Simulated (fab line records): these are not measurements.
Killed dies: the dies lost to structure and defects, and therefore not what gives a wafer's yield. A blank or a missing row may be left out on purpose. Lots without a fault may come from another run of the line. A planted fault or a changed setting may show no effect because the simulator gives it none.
fab line records	flow gf180mcu
record lots=6	wafers=18	lastDay=34
route steps=602 shown LVPWELL@60 MVSD@66
lots that met no fault: taken from a fault-free run of the same line
startH: start of the lot's first displayed wafer, in hours after the record's first day	waitH: hours since the lot's step before	" as in the row above	L1.1+2: a single row standing in for several wafers	- no value present, or no start provided	* or withheld: withheld	< > ~ a bound
route shown NAME@n: NAME is a module with steps in the file, n the number in the route of the first one	usual: mean and standard deviation over wafers with no fault	same: alike in all rows	chamber/n: place in a boat	sites: the reading at each site	_std_site: standard deviation of those values	_edge_site: mean of outer sites minus mean of inner sites	radiusMm: how far each site lies from the wafer's centre	mask NAME#n: copy n	behind: the tool/chamber that last shaped the wafer	hold: cause of the lot's hold/its duration in hours/its outcome	device: the n, p or np transistor that did not switch	end of line: tests run on the same wafers once the route is complete	step lacking rows: just its recipe	killed: not the wafer's yield, but the dies lost to structure and defects at the first sort	map: the dies of a wafer, with x for killed, . for not killed, _ for no die there
set.NAME: the setting that was run; set.NAME@STEP: the one run at that earlier step	model.NAME: the simulator's own value behind a step, which no gauge read
a table for each step, a row for each wafer; lots at some steps of the route
services: when a tool's chamber went out of use (startH, in hours from the record's first day, below 0 if earlier), for how many hours, and the reason
## steps
# step GF_LVPWELL_DEVELOP_06
# recipe wallAngleDeg=90	developTimeS=60	devTempC=23
# step GF_LVPWELL_OVL_MEAS_07
# usual LVPWELL_OVL=0.4/1.3
lot.wafer	tool	chamber	startH	waitH	LVPWELL_OVL[nm]
L688.1	overlay-01	-	68.69	-	-0.1
L688.4	"	-	"	"	1.5
L688.6	"	-	"	"	2.8
L698.3	overlay-01	-	123.35	-	0.7
L698.4	"	-	"	"	2.7
L698.5	"	-	"	"	0.8
L704.1	overlay-02	-	157.76	-	1.8
L704.2	"	-	"	"	2.0
L704.5	"	-	"	"	0.3
L705.4	overlay-01	-	164.21	-	1.3
L705.5	"	-	"	"	-1.0
L705.6	"	-	"	"	-0.4
L707.1	overlay-02	-	174.80	-	-0.7
L707.3	"	-	"	"	0.1
L707.4	"	-	"	"	-0.8
L710.2	overlay-02	-	193.99	-	0.3
L710.4	"	-	"	"	-1.0
L710.5	"	-	"	"	-1.5
# step GF_LVPWELL_IMPLANT_08
# recipe species=B	energyKev=170	doseCm2=1.5e+13	tiltDeg=0
# step GF_LVPWELL_IMPLANT_09
# recipe species=B	energyKev=60	doseCm2=5e+12	tiltDeg=0
# step GF_LVPWELL_STRIP_10
# recipe chemistry=O2/N2	powerW=1400	pressureMtorr=1500	platenTempC=250	o2FlowSccm=3000	n2FlowSccm=300	overashFraction=0.5
# usual drypumpMotorCurrentA=5.6/0.42	heaterPowerW=322/12	oesProductAu=0.722/0.0044	stripTimeToEndpointS=36.90/0.092
lot.wafer	tool	chamber	startH	waitH	drypumpMotorCurrentA	heaterPowerW	oesProductAu	rfHoursCounterH	stripTimeToEndpointS
L688.1	plasmaAsher-03	1	69.02	0.1	5.5	345	0.718	25	36.89
L688.4	"	0	"	"	6.1	332	0.727	-	36.94
L688.6	"	0	"	"	6.1	316	0.734	-	36.84
L698.3	plasmaAsher-02	1	123.71	0.1	6.0	317	0.722	-	36.88
L698.4	"	0	"	"	5.4	321	0.726	-	36.86
L698.5	"	1	"	"	6.0	315	0.726	-	36.89
L704.1	plasmaAsher-03	0	158.09	0.1	6.1	322	0.718	36	36.84
L704.2	"	1	"	"	5.5	346	0.722	36	36.79
L704.5	"	1	"	"	5.5	347	0.721	-	36.87
L705.4	plasmaAsher-03	0	164.56	0.1	6.1	317	0.729	-	36.99
L705.5	"	1	"	"	5.5	334	0.723	-	36.99
L705.6	"	0	"	"	6.1	325	0.727	-	36.95
L707.1	plasmaAsher-04	1	175.14	0.1	4.8	297	0.718	50	36.93
L707.3	"	1	"	"	4.8	319	0.722	-	36.83
L707.4	"	0	"	"	5.5	331	0.724	-	36.75
L710.2	plasmaAsher-04	0	194.32	0.1	5.5	313	0.731	52	36.90
L710.4	"	0	"	"	5.5	323	0.730	-	37.03
L710.5	"	0	"	"	5.5	319	0.719	-	36.94
# step GF_LVPWELL_TW_MEAS_11
# usual LVPWELL_TW=562/4.2
lot.wafer	tool	chamber	startH	waitH	LVPWELL_TW
L688.1	filmMetro-04	-	69.12	0.1	563
L688.4	"	-	"	"	565
L688.6	"	-	"	"	564
L698.3	filmMetro-04	-	123.79	0.1	565
L698.4	"	-	"	"	568
L698.5	"	-	"	"	564
L704.1	filmMetro-04	-	158.19	0.1	565
L704.2	"	-	"	"	562
L704.5	"	-	"	"	565
L705.4	filmMetro-02	-	164.65	0.1	553
L705.5	"	-	"	"	556
L705.6	"	-	"	"	549
L707.1	filmMetro-04	-	175.24	0.1	564
L707.3	"	-	"	"	565
L707.4	"	-	"	"	563
L710.2	filmMetro-04	-	194.43	0.1	565
L710.4	"	-	"	"	564
L710.5	"	-	"	"	569
# step GF_MVSD_DEHYDRATE_00
# recipe tempC=200	timeS=60
# step GF_MVSD_HMDS_01
# recipe primeTimeS=60	primeTempC=120
# step GF_MVSD_COAT_02
# recipe spinRpm=2000	resistThkNm=3000
# step GF_MVSD_SOFTBAKE_03
# recipe tempC=110	timeS=withheld
# step GF_MVSD_EXPOSE_04
# recipe maskId=MVSD	targetCdNm=1000	na=0.6	sourceShape=conventional	sigmaOuter=0.6	doseMj=260
# step GF_MVSD_PEB_05
# recipe tempC=115	timeS=withheld
# step GF_MVSD_DEVELOP_06
# recipe wallAngleDeg=90	developTimeS=60	devTempC=23
# usual resistLineTempC=23.00/0.12
lot.wafer	tool	chamber	startH	waitH	resistLineTempC
L688.1	lithoTrack-04	0	82	-	22.90
L688.4	"	0	"	"	22.97
L688.6	"	0	"	"	22.91
L698.3	lithoTrack-02	0	138	-	23.07
L698.4	"	0	"	"	23.09
L698.5	"	0	"	"	22.93
L704.1	lithoTrack-04	0	174	-	23.09
L704.2	"	0	"	"	23.07
L704.5	"	0	"	"	23.13
L705.4	lithoTrack-04	0	180	-	23.22
L705.5	"	0	"	"	23.17
L705.6	"	0	"	"	23.25
L707.1	lithoTrack-03	0	191	-	23.03
L707.3	"	0	"	"	23.00
L707.4	"	0	"	"	22.87
L710.2	lithoTrack-03	0	211	-	22.93
L710.4	"	0	"	"	23.03
L710.5	"	0	"	"	23.00
# step GF_MVSD_OVL_MEAS_07
# usual MVSD_OVL=0.7/1.2
lot.wafer	tool	chamber	startH	waitH	MVSD_OVL[nm]
L688.1	overlay-01	-	82.22	-	0.4
L688.4	"	-	"	"	-1.5
L688.6	"	-	"	"	-0.6
L698.3	overlay-01	-	138.77	-	-0.1
L698.4	"	-	"	"	0.3
L698.5	"	-	"	"	0.0
L704.1	overlay-02	-	174.31	-	-
L704.2	"	-	"	"	-
L704.5	"	-	"	"	-
L705.4	overlay-01	-	180.58	-	-
L705.5	"	-	"	"	-
L705.6	"	-	"	"	-
L707.1	overlay-02	-	191.34	-	0.1
L707.3	"	-	"	"	1.6
L707.4	"	-	"	"	0.1
L710.2	overlay-02	-	211.24	-	1.2
L710.4	"	-	"	"	1.3
L710.5	"	-	"	"	1.4
# step GF_MVSD_IMPLANT_08
# recipe species=P	energyKev=400	doseCm2=1.6e+13	tiltDeg=0
## services
tool	chamber	startH	hours	kind
plasmaAsher-03	-	55.86	1.2	repair
plasmaAsher-04	-	108.12	15.6	pm
plasmaAsher-02	-	108.75	9.0	pm
plasmaAsher-02	0	108.75	9.0	ventCycle
plasmaAsher-02	1	108.75	9.0	ventCycle
plasmaAsher-02	0	117.75	-	clean
plasmaAsher-02	1	117.75	-	clean
## key
firstSign step=GF_MVSD_OVL_MEAS_07	reading=MVSD_OVL	direction=missing
effect none on later readings
metAt GF_MVSD_DEVELOP_06
struckWafers L704.1,L704.2,L704.5,L705.4,L705.5,L705.6
sortLeftOut L704.1,L704.2,L704.5,L705.4,L705.5,L705.6
testerLeftOut L704,L705
onsetBetween 82 174
alsoFits GF_LVPWELL_STRIP_10:plasmaAsher-03
fault kind=processParameterDrift	tool=lithoTrack-04	chamber=-	onsetH=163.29	steps=GF_MVSD_DEVELOP_06	channel=developTimeS	offset=*	shape=step	endH=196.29	actsIn=*	stated=*
# testerLeftOut: of these lots the tester's yield and bins aren't shown, on N5 and GAA mostly nor the transistor test; their killed dies are dies lost to structure and defects alone, not to doping, threshold or leakage, so they don't give the yield
# sortLeftOut: the simulated sort isn't trusted on such a fault, so these wafers' sort isn't shown, and their yield isn't known
